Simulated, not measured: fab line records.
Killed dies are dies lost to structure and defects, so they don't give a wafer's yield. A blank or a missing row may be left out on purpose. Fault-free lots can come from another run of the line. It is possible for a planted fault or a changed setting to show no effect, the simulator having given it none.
Problem report in the 8D (eight disciplines) form, filled by code    flow sky130    the parts of the form that need people (team, actions taken, sign-off) are left out

1. WHAT WENT WRONG
Mean of run length s at SKY_VIA2_ETCH_15: 101.2 s across 2 wafers in 2 lots; on wafers with no fault it is 112.2 s (standard deviation 0.38). That puts it -29 standard deviations away from the usual mean.
The step: etches SiO2 in C4F8/O2/Ar, stops on TiN, target depth 546 nm, time 84 s.
Earliest sighting: wafer L200.3 on rie diel-03 at day 41 23:59. Wafers with a number at this step in the record: 33, from 11 lots. Rule for "out", or "out of limits": more than 4 standard deviations from the usual mean. All remaining wafers that have a number are taken as sound.

2. WHAT IT IS, WHAT IT ISN'T
question                     is                            is not
which readings at this step  run length s, oes product au  -
which lots                   L200, L202                    L188, L189, L191, L192, L195, L203, L206, L208, L209
which wafers of those lots   L200.3, L202.3                L200.5, L200.6, L202.1, L202.6
read on which tools          rie diel-03                   rie diel-01, rie diel-04
when                         from day 41 23:59             up to then (17 sound wafers); but 14 sound wafers of L202, L203, L206, L208, L209 came after

3. THE SUSPECTS, EACH WITH WHAT RULES IT OUT
Counting: any tool at a process step up to the reading remains a suspect provided it ran every lot that is out. Sound lots after the first of them don't rule it out here, since some wafers of a struck lot are sound.
- plasma asher-01 at SKY_LDD_P_STRIP_10 (strips in O2/N2): kept. Ran every lot that is out, first one L200 (day 24 22:14); last sound lot up to then L188 (day 20 10:47).
- rie diel-03 at SKY_VIA2_ETCH_15 (etches SiO2 in C4F8/O2/Ar, stops on TiN, target depth 546 nm, time 84 s): kept. Ran every lot that is out, first one L200 (day 41 23:59); last sound lot up to then L195 (day 40 15:11). Out on those wafers are its own readings of oes product au, run length s.
Remaining after the count are plasma asher-01 at SKY_LDD_P_STRIP_10 and rie diel-03 at SKY_VIA2_ETCH_15.

4. THE CAUSE (what the simulator had put in)
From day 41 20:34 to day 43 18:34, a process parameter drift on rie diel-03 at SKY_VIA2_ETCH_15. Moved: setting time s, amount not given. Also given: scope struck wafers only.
2 suspects survive the count, and this tool is in that group.

5. THE CHAIN OF EFFECTS, in route order
One row per reading whose mean, taken over the struck wafers that have a number, lies over 3 standard deviations from the usual. Only readings for which the record gives a usual standard deviation are gone through. hours: the time from each lot's start at the first step in this table that gives one to its start at this step, as a median over the lots. sigmas: the change in usual standard deviations.
hours  step               reading                   usual       on struck wafers  change  sigmas
0      SKY_VIA2_ETCH_15   oes product au            0.940 a.u.  1.002             +0.062  +14
0      SKY_VIA2_ETCH_15   run length s              112.2 s     101.2             -11.0   -29
0      SKY_VIA2_STRIP_16  strip time to endpoint s  4.05 s      4.18              +0.13   +4.2
It contains these process steps:
- SKY_VIA2_ETCH_15: etches SiO2 in C4F8/O2/Ar, stops on TiN, target depth 546 nm, time 84 s.
- SKY_VIA2_STRIP_16: strips in O2/N2.

6. WHAT WOULD HAVE CAUGHT IT SOONER
In this record the first reading out of limits was taken at day 41 23:59, 3 hours after the fault began at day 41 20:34.
